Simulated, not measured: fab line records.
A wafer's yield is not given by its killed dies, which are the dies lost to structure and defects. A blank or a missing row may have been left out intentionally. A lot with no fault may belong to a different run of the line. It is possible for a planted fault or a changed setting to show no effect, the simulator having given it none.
Which tool was responsible? + flow sky130 + 30 wafers sampled from 10 lots at 1 step of a route of 708

== WHAT EACH GAUGE READ, for each wafer ==
SKY_VIA2_THK_MEAS_23: measures by xrf. Usual: for VIA2_W_THK the level is 416 nm and the standard deviation is 5.8.
| lot  | measured     | on            | VIA2_W_THK (nm) | flag |
|------|--------------|---------------|-----------------|------|
| L817 | day 36 07:43 | film_metro-01 | 421 422 432     |      |
| L820 | day 37 10:06 | film_metro-01 | 417 422 416     |      |
| L821 | day 37 15:09 | film_metro-01 | 418 422 420     |      |
| L823 | day 38 09:01 | film_metro-03 | 415 415 416     |      |
| L824 | day 38 10:22 | film_metro-01 | 419 416 415     |      |
| L825 | day 38 16:03 | film_metro-01 | 413 414 411     |      |
| L826 | day 38 22:24 | film_metro-01 | 415 414 417     |      |
| L829 | day 39 19:33 | film_metro-01 | 419 418 421     |      |
| L830 | day 40 07:51 | film_metro-03 | 417 416 409     |      |
| L831 | day 40 11:11 | film_metro-03 | 412 414 413     |      |

== TOOL THAT RAN EACH LOT (tool first, then ch and the chambers of the sampled wafers, then the start) ==
The record shows no process step preceding these readings.

== WHAT THE TOOLS THEMSELVES READ (means of the sampled wafers that have a number; where no wafer has one, the mark that the record gives instead) ==
The record holds no such reading with a usual standard deviation.

== THE ANSWER, worked out from the rows above alone ==
Rule: a lot counts as off when the mean over its wafers that have a number is more than 3 standard deviations away from the usual mean. A lot without any number at a reading at which 4 lots or more have one is off too. Where the step has rows for the other lots, those lots are counted as sound. Order of review: gauges by route order, followed by the tools' own readings, for which a lot's mean as printed above is used. At the first step where some lot is off, the reading lying furthest off is the one used; lots without a number count as furthest.
No lot is off on any of the readings shown, so nothing can be concluded from this.

== WHAT WAS PUT IN BY THE SIMULATOR ==
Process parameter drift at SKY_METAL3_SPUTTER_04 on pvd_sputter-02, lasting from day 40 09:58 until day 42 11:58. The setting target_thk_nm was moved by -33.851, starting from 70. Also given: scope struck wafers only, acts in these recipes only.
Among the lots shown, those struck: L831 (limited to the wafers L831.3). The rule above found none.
